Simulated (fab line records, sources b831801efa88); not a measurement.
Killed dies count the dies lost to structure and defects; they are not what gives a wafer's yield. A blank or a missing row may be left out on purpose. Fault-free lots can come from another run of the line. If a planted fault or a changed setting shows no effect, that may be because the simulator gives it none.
A sampling plan put to the test	flow sky130	58 faults told of in these records, all on one fab line, each judged by the records of the lots it struck
Plan = the line's own looks (route steps where a gauge or an inspection reads the wafer without altering it). A look can be judged if struck wafers have a number there and the file gives its usual mean and standard deviation on fault-free wafers. Caught: at a look after the fault's first step, the mean of the struck wafers lies 4 or more of those standard deviations (sigma) from the usual mean. On the tool: the same test on the tool's own readings at the fault's steps. It also counts as caught if the struck wafers ran another recipe or if their record alone is blank.

## THE FAULTS, as the simulator had put them in
1. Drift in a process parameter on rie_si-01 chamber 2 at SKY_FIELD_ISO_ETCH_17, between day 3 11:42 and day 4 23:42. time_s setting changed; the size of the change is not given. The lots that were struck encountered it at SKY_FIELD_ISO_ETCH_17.
2. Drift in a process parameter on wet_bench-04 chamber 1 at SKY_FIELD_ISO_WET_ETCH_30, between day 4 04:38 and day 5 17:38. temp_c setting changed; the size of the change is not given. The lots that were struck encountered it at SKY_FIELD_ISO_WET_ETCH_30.
3. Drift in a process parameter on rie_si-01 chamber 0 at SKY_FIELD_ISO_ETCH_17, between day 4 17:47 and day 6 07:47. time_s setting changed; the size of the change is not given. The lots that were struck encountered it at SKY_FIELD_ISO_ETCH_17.
4. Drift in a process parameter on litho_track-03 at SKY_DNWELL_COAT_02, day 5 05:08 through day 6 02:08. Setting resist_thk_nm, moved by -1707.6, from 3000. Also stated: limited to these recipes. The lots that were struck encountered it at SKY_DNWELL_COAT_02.
5. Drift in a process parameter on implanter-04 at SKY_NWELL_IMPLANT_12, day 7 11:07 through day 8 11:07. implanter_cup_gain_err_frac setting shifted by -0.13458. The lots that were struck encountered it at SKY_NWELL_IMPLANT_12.
6. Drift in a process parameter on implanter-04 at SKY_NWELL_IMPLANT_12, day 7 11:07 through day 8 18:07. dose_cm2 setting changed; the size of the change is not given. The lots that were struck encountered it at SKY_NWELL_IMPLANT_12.
7. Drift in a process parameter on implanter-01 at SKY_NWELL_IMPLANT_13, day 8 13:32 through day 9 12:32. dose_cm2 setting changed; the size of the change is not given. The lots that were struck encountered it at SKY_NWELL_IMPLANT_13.
8. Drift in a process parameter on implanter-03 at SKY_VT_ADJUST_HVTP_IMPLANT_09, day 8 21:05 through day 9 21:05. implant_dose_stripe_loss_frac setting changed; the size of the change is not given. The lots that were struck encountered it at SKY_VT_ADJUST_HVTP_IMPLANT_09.
9. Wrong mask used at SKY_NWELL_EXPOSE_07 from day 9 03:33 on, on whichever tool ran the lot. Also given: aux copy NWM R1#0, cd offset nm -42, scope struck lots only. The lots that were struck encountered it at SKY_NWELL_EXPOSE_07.
10. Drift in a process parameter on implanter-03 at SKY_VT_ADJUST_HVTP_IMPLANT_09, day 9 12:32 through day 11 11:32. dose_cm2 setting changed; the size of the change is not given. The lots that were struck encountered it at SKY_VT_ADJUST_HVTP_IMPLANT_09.
11. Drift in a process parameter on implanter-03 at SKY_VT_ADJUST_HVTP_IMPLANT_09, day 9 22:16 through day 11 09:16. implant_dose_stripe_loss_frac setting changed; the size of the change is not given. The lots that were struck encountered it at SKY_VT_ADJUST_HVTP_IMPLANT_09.
12. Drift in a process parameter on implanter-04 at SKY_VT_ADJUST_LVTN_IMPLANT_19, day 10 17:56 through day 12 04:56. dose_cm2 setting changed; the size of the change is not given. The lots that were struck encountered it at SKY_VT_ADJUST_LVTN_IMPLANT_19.
13. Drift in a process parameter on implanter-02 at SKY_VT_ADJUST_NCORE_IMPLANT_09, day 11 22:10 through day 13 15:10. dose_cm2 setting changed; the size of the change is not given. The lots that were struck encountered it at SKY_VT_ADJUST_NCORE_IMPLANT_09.
14. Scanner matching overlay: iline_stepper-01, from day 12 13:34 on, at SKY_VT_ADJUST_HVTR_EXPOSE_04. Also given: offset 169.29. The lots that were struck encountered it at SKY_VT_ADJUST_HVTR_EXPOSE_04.
15. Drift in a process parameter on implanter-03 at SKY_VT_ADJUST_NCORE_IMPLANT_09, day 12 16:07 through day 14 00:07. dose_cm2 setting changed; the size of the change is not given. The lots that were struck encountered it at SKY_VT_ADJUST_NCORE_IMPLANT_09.
16. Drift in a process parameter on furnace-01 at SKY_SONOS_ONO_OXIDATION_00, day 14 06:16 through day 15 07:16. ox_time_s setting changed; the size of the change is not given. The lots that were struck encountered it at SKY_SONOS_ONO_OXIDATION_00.
17. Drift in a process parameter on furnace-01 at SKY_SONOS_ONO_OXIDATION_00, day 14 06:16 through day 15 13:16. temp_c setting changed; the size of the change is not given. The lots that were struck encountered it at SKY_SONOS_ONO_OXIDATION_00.
18. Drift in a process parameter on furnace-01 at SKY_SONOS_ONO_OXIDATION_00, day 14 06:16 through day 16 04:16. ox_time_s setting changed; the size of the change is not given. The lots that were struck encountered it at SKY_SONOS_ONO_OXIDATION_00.
19. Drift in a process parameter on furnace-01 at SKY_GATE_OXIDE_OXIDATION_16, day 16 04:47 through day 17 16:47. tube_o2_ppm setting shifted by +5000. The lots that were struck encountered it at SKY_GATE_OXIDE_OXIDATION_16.
20. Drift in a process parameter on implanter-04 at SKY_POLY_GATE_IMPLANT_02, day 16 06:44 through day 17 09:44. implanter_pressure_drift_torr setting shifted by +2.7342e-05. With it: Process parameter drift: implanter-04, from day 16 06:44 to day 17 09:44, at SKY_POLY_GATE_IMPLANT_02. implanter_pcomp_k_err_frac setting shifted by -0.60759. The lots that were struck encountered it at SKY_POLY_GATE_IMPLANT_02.
21. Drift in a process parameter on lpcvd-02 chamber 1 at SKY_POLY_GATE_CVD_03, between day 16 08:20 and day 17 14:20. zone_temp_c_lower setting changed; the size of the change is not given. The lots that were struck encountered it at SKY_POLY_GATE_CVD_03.
22. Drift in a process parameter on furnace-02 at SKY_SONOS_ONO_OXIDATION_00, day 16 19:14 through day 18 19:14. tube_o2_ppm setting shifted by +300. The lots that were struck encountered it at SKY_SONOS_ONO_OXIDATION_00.
23. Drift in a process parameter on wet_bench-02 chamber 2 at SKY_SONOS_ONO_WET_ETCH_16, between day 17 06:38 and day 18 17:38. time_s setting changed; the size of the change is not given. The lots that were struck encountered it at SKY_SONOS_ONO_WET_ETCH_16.
24. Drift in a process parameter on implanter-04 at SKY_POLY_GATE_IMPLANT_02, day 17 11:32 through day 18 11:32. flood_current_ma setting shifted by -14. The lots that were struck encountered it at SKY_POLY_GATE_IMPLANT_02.
25. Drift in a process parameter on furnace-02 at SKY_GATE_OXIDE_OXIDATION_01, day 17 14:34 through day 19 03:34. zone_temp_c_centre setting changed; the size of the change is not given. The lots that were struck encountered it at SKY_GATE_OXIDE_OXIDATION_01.
26. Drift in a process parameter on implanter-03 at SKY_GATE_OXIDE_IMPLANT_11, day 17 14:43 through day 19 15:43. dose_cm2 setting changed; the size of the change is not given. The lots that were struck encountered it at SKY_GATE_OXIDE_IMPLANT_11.
27. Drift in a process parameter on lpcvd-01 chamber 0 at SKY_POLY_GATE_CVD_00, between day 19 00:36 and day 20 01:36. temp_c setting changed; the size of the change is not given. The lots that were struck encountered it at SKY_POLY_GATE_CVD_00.
28. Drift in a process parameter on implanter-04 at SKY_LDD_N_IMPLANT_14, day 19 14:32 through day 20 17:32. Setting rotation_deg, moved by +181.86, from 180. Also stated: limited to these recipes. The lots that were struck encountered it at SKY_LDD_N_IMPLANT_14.
29. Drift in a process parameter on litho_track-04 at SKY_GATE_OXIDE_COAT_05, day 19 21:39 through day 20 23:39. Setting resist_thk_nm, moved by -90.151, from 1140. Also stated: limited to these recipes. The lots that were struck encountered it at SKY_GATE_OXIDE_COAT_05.
30. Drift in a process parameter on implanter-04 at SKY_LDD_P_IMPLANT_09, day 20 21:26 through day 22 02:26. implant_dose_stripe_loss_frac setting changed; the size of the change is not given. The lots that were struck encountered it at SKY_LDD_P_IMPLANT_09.
31. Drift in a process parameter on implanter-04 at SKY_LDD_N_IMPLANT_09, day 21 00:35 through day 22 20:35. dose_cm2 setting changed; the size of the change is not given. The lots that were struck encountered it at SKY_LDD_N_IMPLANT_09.
32. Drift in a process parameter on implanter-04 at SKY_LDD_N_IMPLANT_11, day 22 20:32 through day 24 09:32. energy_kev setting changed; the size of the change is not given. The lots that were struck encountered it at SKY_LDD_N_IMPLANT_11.
33. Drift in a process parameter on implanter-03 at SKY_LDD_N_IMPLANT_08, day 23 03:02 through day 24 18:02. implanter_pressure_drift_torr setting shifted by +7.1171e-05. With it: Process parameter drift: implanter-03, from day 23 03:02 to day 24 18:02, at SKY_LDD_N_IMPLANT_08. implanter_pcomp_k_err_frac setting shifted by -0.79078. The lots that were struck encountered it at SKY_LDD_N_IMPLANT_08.
34. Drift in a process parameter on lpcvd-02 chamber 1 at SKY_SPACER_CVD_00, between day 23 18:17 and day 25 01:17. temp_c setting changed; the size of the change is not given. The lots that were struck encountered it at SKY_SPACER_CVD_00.
35. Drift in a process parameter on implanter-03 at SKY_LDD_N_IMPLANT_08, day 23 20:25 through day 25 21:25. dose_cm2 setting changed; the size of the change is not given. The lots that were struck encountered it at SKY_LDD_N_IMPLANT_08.
36. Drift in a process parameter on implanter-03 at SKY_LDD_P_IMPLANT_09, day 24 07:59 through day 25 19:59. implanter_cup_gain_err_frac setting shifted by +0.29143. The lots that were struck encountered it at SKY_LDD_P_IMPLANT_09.
37. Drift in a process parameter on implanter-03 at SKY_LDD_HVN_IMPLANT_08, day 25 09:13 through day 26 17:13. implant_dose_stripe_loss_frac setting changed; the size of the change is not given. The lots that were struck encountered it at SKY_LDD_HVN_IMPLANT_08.
38. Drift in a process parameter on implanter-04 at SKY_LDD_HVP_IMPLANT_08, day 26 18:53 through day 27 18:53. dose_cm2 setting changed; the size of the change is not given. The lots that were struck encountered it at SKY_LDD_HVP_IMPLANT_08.
39. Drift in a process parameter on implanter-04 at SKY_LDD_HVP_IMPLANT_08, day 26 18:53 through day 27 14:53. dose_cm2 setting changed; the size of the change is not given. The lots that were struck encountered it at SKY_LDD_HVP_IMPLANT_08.
40. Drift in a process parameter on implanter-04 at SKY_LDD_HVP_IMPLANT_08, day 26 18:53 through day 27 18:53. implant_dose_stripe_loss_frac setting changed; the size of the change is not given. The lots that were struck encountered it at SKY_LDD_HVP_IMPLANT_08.
41. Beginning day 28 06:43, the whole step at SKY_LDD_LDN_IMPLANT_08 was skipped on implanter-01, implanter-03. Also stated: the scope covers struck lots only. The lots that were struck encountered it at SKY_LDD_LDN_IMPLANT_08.
42. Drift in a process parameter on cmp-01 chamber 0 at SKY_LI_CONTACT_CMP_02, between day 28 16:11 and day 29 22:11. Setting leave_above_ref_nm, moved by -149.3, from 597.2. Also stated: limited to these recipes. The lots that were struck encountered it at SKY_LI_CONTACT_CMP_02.
43. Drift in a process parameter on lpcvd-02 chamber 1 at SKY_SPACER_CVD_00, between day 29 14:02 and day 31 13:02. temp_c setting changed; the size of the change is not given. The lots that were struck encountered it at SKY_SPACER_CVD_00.
44. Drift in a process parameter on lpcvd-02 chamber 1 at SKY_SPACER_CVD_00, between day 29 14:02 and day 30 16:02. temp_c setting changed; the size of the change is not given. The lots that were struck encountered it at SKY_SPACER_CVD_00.
45. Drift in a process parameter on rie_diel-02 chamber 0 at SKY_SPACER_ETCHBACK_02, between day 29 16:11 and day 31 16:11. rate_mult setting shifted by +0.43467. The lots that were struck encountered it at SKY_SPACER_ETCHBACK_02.
46. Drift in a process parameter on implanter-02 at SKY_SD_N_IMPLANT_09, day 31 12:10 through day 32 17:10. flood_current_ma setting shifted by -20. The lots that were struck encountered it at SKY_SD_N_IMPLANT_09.
47. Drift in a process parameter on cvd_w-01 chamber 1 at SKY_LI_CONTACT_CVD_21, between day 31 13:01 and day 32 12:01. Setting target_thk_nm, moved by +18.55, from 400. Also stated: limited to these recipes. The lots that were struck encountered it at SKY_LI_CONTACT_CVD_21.
48. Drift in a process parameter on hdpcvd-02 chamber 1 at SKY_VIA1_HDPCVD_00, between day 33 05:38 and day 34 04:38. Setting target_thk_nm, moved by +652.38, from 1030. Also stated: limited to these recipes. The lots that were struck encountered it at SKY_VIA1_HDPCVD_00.
49. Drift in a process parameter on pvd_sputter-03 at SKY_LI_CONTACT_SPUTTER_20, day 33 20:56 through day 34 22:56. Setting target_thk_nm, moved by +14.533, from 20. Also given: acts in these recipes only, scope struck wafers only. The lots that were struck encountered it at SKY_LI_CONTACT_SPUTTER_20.
50. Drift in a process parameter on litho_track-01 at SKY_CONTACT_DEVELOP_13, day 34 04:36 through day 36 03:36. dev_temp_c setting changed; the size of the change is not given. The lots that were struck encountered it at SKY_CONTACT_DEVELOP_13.
51. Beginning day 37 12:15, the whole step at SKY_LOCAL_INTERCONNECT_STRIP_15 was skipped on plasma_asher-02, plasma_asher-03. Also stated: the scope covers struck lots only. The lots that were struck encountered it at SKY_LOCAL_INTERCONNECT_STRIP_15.
52. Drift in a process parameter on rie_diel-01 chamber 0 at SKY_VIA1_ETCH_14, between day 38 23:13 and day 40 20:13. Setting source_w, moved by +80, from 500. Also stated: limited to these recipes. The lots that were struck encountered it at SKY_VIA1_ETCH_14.
53. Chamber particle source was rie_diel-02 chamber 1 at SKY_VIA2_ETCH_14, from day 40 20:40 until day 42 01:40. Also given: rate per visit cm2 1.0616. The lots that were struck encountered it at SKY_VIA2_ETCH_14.
54. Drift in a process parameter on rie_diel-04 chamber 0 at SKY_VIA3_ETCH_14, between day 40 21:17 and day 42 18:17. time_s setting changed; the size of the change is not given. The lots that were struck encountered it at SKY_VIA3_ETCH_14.
55. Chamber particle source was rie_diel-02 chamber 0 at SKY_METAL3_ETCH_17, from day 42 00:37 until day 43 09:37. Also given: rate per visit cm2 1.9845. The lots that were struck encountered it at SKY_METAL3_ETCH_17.
56. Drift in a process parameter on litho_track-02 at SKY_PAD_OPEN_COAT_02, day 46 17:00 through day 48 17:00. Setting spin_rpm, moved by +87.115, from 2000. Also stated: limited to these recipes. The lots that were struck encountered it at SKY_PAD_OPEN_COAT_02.
57. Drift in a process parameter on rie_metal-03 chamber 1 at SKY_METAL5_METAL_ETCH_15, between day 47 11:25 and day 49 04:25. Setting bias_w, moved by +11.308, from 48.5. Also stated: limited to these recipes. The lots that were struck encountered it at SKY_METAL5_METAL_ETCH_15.
58. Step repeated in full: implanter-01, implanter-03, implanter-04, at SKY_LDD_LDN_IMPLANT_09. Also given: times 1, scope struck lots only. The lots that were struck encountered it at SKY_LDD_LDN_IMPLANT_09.

## WHAT THE PLAN SAW
fault	on the tool itself	first look that catches it	reading, sigma	median hours from its first step to that look	hours from the fault's start to the first struck lot there	judged looks passed uncaught
1	run_length_s -24 sigma	no look after it can be judged	-	-	-	0
2	temp_c -99 or beyond sigma	none of the 4 looks that can be judged after it	-	-	-	4
3	run_length_s +9.5 sigma	no look after it can be judged	-	-	-	0
4	under 2 sigma	SKY_PWDE_TW_MEAS_10	PWDE_TW +99 or beyond	28.0	33	1
5	beam_on_s +7.4 sigma	none of the 2 looks that can be judged after it	strongest: NWELL_RS at SKY_NWELL_RS_MEAS_29, -3.7	-	-	2
6	dose_ions_cm2 +89 sigma	none of the 4 looks that can be judged after it	strongest: NWELL_RS at SKY_NWELL_RS_MEAS_29, -2.6	-	-	4
7	dose_ions_cm2 -99 or beyond sigma	SKY_NWELL_RS_MEAS_29	NWELL_RS +5.5	22.4	28	0
8	under 2 sigma	none of the 5 looks that can be judged after it	-	-	-	5
9	no reading that can be judged	no look after it can be judged	-	-	-	0
10	dose_ions_cm2 +99 or beyond sigma	SKY_VT_ADJUST_HVTP_TW_MEAS_11	VT_ADJUST_HVTP_TW +10	0.2	4	0
11	no reading that can be judged	none of the 5 looks that can be judged after it	-	-	-	5
12	dose_ions_cm2 +99 or beyond sigma	SKY_VT_ADJUST_LVTN_TW_MEAS_21	VT_ADJUST_LVTN_2_TW +19	0.2	6	0
13	dose_ions_cm2 +99 or beyond sigma	SKY_VT_ADJUST_NCORE_TW_MEAS_11	VT_ADJUST_NCORE_TW +10	0.2	18	0
14	under 2 sigma	SKY_VT_ADJUST_HVTR_OVL_MEAS_08	VT_ADJUST_HVTR_OVL +99 or beyond	13.0	28	0
15	dose_ions_cm2 +99 or beyond sigma	SKY_VT_ADJUST_NCORE_TW_MEAS_11	VT_ADJUST_NCORE_TW +4.5	0.2	10	0
16	no reading that can be judged	SKY_SONOS_ONO_THK_MEAS_01	SONOS_ONO_OXIDATION_THK -7.7	1.4	5	0
17	tube_center_temp_C -97 sigma	SKY_SONOS_ONO_THK_MEAS_01	SONOS_ONO_OXIDATION_THK -4.4	1.4	5	0
18	under 2 sigma	none of the 2 looks that can be judged after it	strongest: SONOS_ONO_OXIDATION_THK at SKY_SONOS_ONO_THK_MEAS_01, +3.7	-	-	2
19	under 2 sigma	no look after it can be judged	-	-	-	0
20	end_station_pressure_torr +48 sigma	not the one look that can be judged after it	-	-	-	1
21	zone_power_lower_pct -38 sigma	SKY_POLY_GATE_THK_MEAS_04	POLY_GATE_CVD_03_THK -28	1.4	22	0
22	no reading that can be judged	SKY_SONOS_ONO_THK_MEAS_01	SONOS_ONO_OXIDATION_THK +5.4	1.4	10	0
23	run_length_s +70 sigma	none of the 4 looks that can be judged after it	-	-	-	4
24	no reading that can be judged	none of the 6 looks that can be judged after it	-	-	-	6
25	spike_tc_centre_C +17 sigma	none of the 3 looks that can be judged after it	strongest: GATE_OXIDE_OXIDATION_00_THK at SKY_GATE_OXIDE_THK_MEAS_02, +3.5	-	-	3
26	dose_ions_cm2 +99 or beyond sigma	SKY_GATE_OXIDE_TW_MEAS_14	GATE_OXIDE_TW +22	0.4	22	0
27	susceptor_temp_C -12 sigma	SKY_POLY_GATE_THK_MEAS_01	POLY_GATE_CVD_00_THK -11	2.7	1	0
28	rotation_deg +99 or beyond sigma	no look after it can be judged	-	-	-	0
29	under 2 sigma	no look after it can be judged	-	-	-	0
30	under 2 sigma	none of the 2 looks that can be judged after it	strongest: LDD_P_TW at SKY_LDD_P_TW_MEAS_11, -3.7	-	-	2
31	dose_ions_cm2 +99 or beyond sigma	none of the 3 looks that can be judged after it	strongest: LDD_N_TW at SKY_LDD_N_TW_MEAS_17, +3.8	-	-	3
32	beam_energy_keV -99 or beyond sigma	no look after it can be judged	-	-	-	0
33	end_station_pressure_torr +99 or beyond sigma	no look after it can be judged	-	-	-	0
34	spike_tc_lower_C -7.7 sigma	SKY_SPACER_THK_MEAS_01	SPACER_CVD_00_THK -12	1.8	0	0
35	dose_ions_cm2 +94 sigma	no look after it can be judged	-	-	-	0
36	faraday_current_uA +16 sigma	SKY_LDD_P_TW_MEAS_11	LDD_P_TW -19	0.2	5	0
37	under 2 sigma	none of the 5 looks that can be judged after it	-	-	-	5
38	dose_ions_cm2 +55 sigma	none of the 2 looks that can be judged after it	strongest: LDD_HVP_TW at SKY_LDD_HVP_TW_MEAS_10, +2.7	-	-	2
39	dose_ions_cm2 -99 or beyond sigma	SKY_LDD_HVP_TW_MEAS_10	LDD_HVP_TW -8.2	0.2	0	0
40	no reading that can be judged	none of the 5 looks that can be judged after it	strongest: LDD_HVP_TW at SKY_LDD_HVP_TW_MEAS_10, -2.0	-	-	5
41	the tool's record is blank for the struck wafers	SKY_LDD_LDN_TW_MEAS_13	LDD_LDN_TW -16	0.7	4	0
42	only faintly: time_to_endpoint_s +3.9 sigma	no look after it can be judged	-	-	-	0
43	susceptor_temp_C -11 sigma	SKY_SPACER_THK_MEAS_01	SPACER_CVD_00_THK -7.1	1.2	12	0
44	susceptor_temp_C -11 sigma	SKY_SPACER_THK_MEAS_01	SPACER_CVD_00_THK -7.7	1.2	12	0
45	under 2 sigma	not the one look that can be judged after it	-	-	-	1
46	under 2 sigma	none of the 8 looks that can be judged after it	-	-	-	8
47	under 2 sigma	SKY_LI_CONTACT_RS_MEAS_22	LI_CONTACT_W_RS -4.4	0.1	6	0
48	no reading that can be judged	SKY_VIA1_THK_MEAS_01	VIA1_HDPCVD_THK +67	0.1	6	0
49	under 2 sigma	none of the 2 looks that can be judged after it	-	-	-	2
50	developer_temp_C +20 sigma	not the one look that can be judged after it	-	-	-	1
51	the tool's record is blank for the struck wafers	no look after it can be judged	-	-	-	0
52	rf_fwd_power_W +31 sigma	no look after it can be judged	-	-	-	0
53	under 2 sigma	no look after it can be judged	-	-	-	0
54	oes_product_au +31 sigma	not the one look that can be judged after it	-	-	-	1
55	under 2 sigma	none of the 6 looks that can be judged after it	-	-	-	6
56	spin_speed_rpm +72 sigma	not the one look that can be judged after it	-	-	-	1
57	bias_w +76 sigma	no look after it can be judged	-	-	-	0
58	no reading that can be judged	SKY_LDD_LDN_TW_MEAS_13	LDD_LDN_TW +13	0.9	-	0
A dash: the fault is not caught, or the number is missing from these records.

Caught at a look: 22 of 58. Caught on the tool: 35 of 58. By one or the other: 42 of 58.
Faults caught by the tool alone: 1, 2, 3, 5, 6, 20, 23, 25, 28, 31, 32, 33, 35, 38, 50, 51, 52, 54, 56, 57.
Caught at a look alone: faults 4, 14, 16, 22, 47, 48, 58.
Caught by neither: faults 8, 9, 11, 18, 19, 24, 29, 30, 37, 40, 42, 45, 46, 49, 53, 55.

## THINNER SAMPLING
Were the look that catches a fault to measure just every second or every third lot (counted by lot number), the first struck lot would, at worst, be measured this late:
fault	struck lots at that look, in order of time	every lot	every second lot	every third lot
4	L312, L313	33 h	37 h	may miss all 2
7	L523, L524	28 h	45 h	may miss all 2
10	L926, L929	4 h	16 h	may miss all 2
12	L637, L638	6 h	13 h	may miss all 2
13	L160, L161	18 h	25 h	may miss all 2
14	L604, L605	28 h	28 h	may miss all 2
15	L127, L128	10 h	25 h	may miss all 2
16	L406, L407	5 h	12 h	may miss all 2
17	L315, L316	5 h	12 h	may miss all 2
21	L964	22 h	may miss it	may miss it
22	L401, L402, L403	10 h	34 h	37 h
26	L157, L158	22 h	22 h	may miss all 2
27	L273	1 h	may miss it	may miss it
34	L400, L402	0 h	may miss all 2	may miss all 2
36	L638, L640	5 h	may miss all 2	may miss all 2
39	L779, L780	0 h	0 h	may miss all 2
41	L354, L355	4 h	21 h	may miss all 2
43	L569	12 h	may miss it	may miss it
44	L653, L655, L656	12 h	22 h	may miss all 3
47	L372, L374	6 h	may miss all 2	may miss all 2
48	L694	6 h	may miss it	may miss it
The hour figures run from when the fault began to the first measured lot among those it struck. The limit of 4 sigma was tested on all struck wafers together, so one lot alone may lie under it. Other struck lots may not be in these records.

## THE LONGEST TIMED WAY FROM STEP TO LOOK
In fault 4, a median of 28.0 hours elapses between SKY_DNWELL_COAT_02 and SKY_PWDE_TW_MEAS_10. The look between them that can be judged stayed within 4 sigma: SKY_DNWELL_TW_MEAS_09.
